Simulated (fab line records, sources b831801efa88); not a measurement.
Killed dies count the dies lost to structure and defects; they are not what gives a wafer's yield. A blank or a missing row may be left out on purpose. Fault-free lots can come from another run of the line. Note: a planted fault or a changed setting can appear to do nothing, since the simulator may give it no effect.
Which tool was responsible? -- flow gf180mcu -- Sampling: 12 lots, 36 wafers, 5 of 602 route steps

== WHAT THE GAUGES SHOWED, per wafer ==
GF_M5_CD_MEAS_07: the cd target is 280 nm. Usual: cd_nm reads 279.3 nm (standard deviation 1).
lot,measured,on,cd_nm (nm),flag
L996,day 26 04:33,cd_sem-02,280.3 279.6 280.1,
L997,day 26 14:08,cd_sem-02,280.1 279.5 280.4,
L998,day 27 07:20,cd_sem-02,278.7 278.2 278.8,
L100,day 27 12:31,cd_sem-02,279.6 280.1 279.2,
L999,day 27 17:02,cd_sem-01,279.2 279.4 279.0,
L104,day 28 17:43,cd_sem-01,279.0 278.8 279.1,
L105,day 29 00:59,cd_sem-01,280.0 279.9 278.7,
L106,day 29 11:43,cd_sem-01,280.3 280.5 280.7,
L107,day 29 14:34,cd_sem-02,276.4 278.8 277.8,
L112,day 31 04:52,cd_sem-02,279.2 279.4 278.9,
L117,day 32 07:49,cd_sem-02,279.3 280.2 279.6,
L118,day 32 13:40,cd_sem-02,278.4 278.9 278.9,

GF_V5_BOW_MEAS_05. Usual: for V5_BOW the level is 132 um and the standard deviation is 8.6.
lot,measured,on,V5_BOW (um),flag
L996,day 26 05:58,film_metro-01,133 137 140,
L997,day 26 15:54,film_metro-02,125 126 113,
L998,day 27 08:48,film_metro-02,127 131 132,
L100,day 27 13:58,film_metro-01,144 139 140,
L999,day 27 18:28,film_metro-02,136 136 136,
L104,day 28 19:13,film_metro-03,156 140 143,
L105,day 29 02:24,film_metro-01,135 139 133,
L106,day 29 13:17,film_metro-01,131 127 117,
L107,day 29 16:02,film_metro-02,133 125 137,
L112,day 31 06:19,film_metro-02,135 129 122,
L117,day 32 09:15,film_metro-01,124 111 115,
L118,day 32 15:08,film_metro-03,132 134 124,

== WHAT TOOL EACH LOT RAN ON (gives the tool, then ch and the chambers of the sampled wafers, and finally the start) ==
lot,GF_M4_METAL_ETCH_16,GF_MIM_SPUTTER_07,GF_MIM_METAL_ETCH_19
L996,"rie_metal-04 ch 0,1, day 23 08:16","pvd_sputter-04, day 24 09:31","rie_metal-02 ch 0,1, day 25 07:24"
L997,"rie_metal-03 ch 0,1, day 23 17:26","pvd_sputter-01, day 24 18:40","rie_metal-02 ch 0,1, day 25 16:32"
L998,"rie_metal-01 ch 0,1, day 24 14:02","pvd_sputter-01, day 25 14:31","rie_metal-02 ch 0,1, day 26 10:40"
L100,"rie_metal-04 ch 0,1, day 24 18:22","pvd_sputter-02, day 25 18:56","rie_metal-01 ch 1, day 26 16:01"
L999,"rie_metal-03 ch 0,1, day 24 23:41","pvd_sputter-04, day 25 23:43","rie_metal-01 ch 0,1, day 26 19:56"
L104,"rie_metal-01 ch 1, day 26 03:43","pvd_sputter-04, day 27 03:07","rie_metal-04 ch 0,1, day 27 22:11"
L105,"rie_metal-04 ch 0,1, day 26 09:28","pvd_sputter-02, day 27 08:46","rie_metal-01 ch 0, day 28 04:53"
L106,"rie_metal-01 ch 0,1, day 26 21:34","pvd_sputter-04, day 27 20:45","rie_metal-04 ch 0,1, day 28 15:58"
L107,"rie_metal-04 ch 0,1, day 27 01:10","pvd_sputter-01, day 27 23:33","rie_metal-01 ch 0,1, day 28 18:58"
L112,"rie_metal-04 ch 0,1, day 28 18:25","pvd_sputter-02, day 29 16:40","rie_metal-04 ch 0, day 30 10:52"
L117,"rie_metal-03 ch 0,1, day 29 22:26","pvd_sputter-02, day 30 20:02","rie_metal-04 ch 0,1, day 31 13:47"
L118,"rie_metal-03 ch 0,1, day 30 06:07","pvd_sputter-01, day 31 03:43","rie_metal-01 ch 0,1, day 31 20:50"
- GF_M4_METAL_ETCH_16: etches the open film in Cl2/BCl3, stops on SiO2, target depth 750.8 nm, time 125.1 s.
- GF_MIM_SPUTTER_07: material TiN, target thk 60 nm, time 50 s.
- GF_MIM_METAL_ETCH_19: etches the open film in Cl2/BCl3, stops on Si3N4, target depth 324.5 nm, time 54.1 s.

== AS READ BY THE TOOLS THEMSELVES (means over the sampled wafers that have a number; for cases with no such wafer, the mark the record gives instead) ==
GF_M4_METAL_ETCH_16. Usual: drypump_motor_current_A 5.6 A, standard deviation 0.36; oes_product_au 0.990 a.u., standard deviation 0.0052; throttle_valve_pct 28.230 %, standard deviation 0.0086.
lot,tool,drypump_motor_current_A (A),oes_product_au (a.u.),throttle_valve_pct (%),flag
L996,rie_metal-04,5.7,0.985,28.233,
L997,rie_metal-03,5.8,0.999,28.225,
L998,rie_metal-01,5.2,0.988,28.225,
L100,rie_metal-04,5.7,0.991,28.235,
L999,rie_metal-03,6.0,0.993,28.231,
L104,rie_metal-01,5.8,0.984,28.223,
L105,rie_metal-04,5.7,0.994,28.229,
L106,rie_metal-01,5.5,0.995,28.232,
L107,rie_metal-04,5.6,0.993,28.227,
L112,rie_metal-04,5.6,0.991,28.221,
L117,rie_metal-03,6.0,0.992,28.217,
L118,rie_metal-03,5.8,0.985,28.236,

GF_MIM_SPUTTER_07. Usual: throttle_valve_pct reads 30.0 % (standard deviation 0.85).
lot,tool,throttle_valve_pct (%),flag
L996,pvd_sputter-04,29.7,
L997,pvd_sputter-01,30.2,
L998,pvd_sputter-01,30.1,
L100,pvd_sputter-02,29.6,
L999,pvd_sputter-04,30.6,
L104,pvd_sputter-04,29.4,
L105,pvd_sputter-02,30.5,
L106,pvd_sputter-04,30.0,
L107,pvd_sputter-01,30.1,
L112,pvd_sputter-02,29.8,
L117,pvd_sputter-02,29.7,
L118,pvd_sputter-01,30.5,

GF_MIM_METAL_ETCH_19. Usual: drypump_motor_current_A 5.8 A, standard deviation 0.5; oes_product_au 0.941 a.u., standard deviation 0.0053; throttle_valve_pct 28.284 %, standard deviation 0.0091.
lot,tool,drypump_motor_current_A (A),oes_product_au (a.u.),throttle_valve_pct (%),flag
L996,rie_metal-02,6.4,0.944,28.279,
L997,rie_metal-02,6.4,0.944,28.277,
L998,rie_metal-02,6.4,0.947,28.279,
L100,rie_metal-01,5.8,0.938,28.293,
L999,rie_metal-01,5.3,0.940,28.290,
L104,rie_metal-04,5.6,0.935,28.285,
L105,rie_metal-01,4.9,0.942,28.279,
L106,rie_metal-04,5.6,0.936,28.277,
L107,rie_metal-01,5.5,0.947,28.268,
L112,rie_metal-04,5.5,0.928,28.300,
L117,rie_metal-04,5.6,0.933,28.304,
L118,rie_metal-01,5.5,0.943,28.284,

== THE ANSWER, worked out from the rows above alone ==
Rule: a lot counts as off when the mean over its wafers that have a number is more than 3 standard deviations away from the usual mean. A lot without any number at a reading at which 4 lots or more have one is off too. Any other lot the step has rows for is counted as sound. The gauges are gone through in route order, then the tools' own readings, and for those a lot's mean is taken as printed above. At the first step where some lot is off, the reading lying furthest off is the one used; lots without a number count as furthest.
Nothing can be told from this: no lot is off at any reading shown.

== WHAT THE SIMULATOR HAD PUT IN ==
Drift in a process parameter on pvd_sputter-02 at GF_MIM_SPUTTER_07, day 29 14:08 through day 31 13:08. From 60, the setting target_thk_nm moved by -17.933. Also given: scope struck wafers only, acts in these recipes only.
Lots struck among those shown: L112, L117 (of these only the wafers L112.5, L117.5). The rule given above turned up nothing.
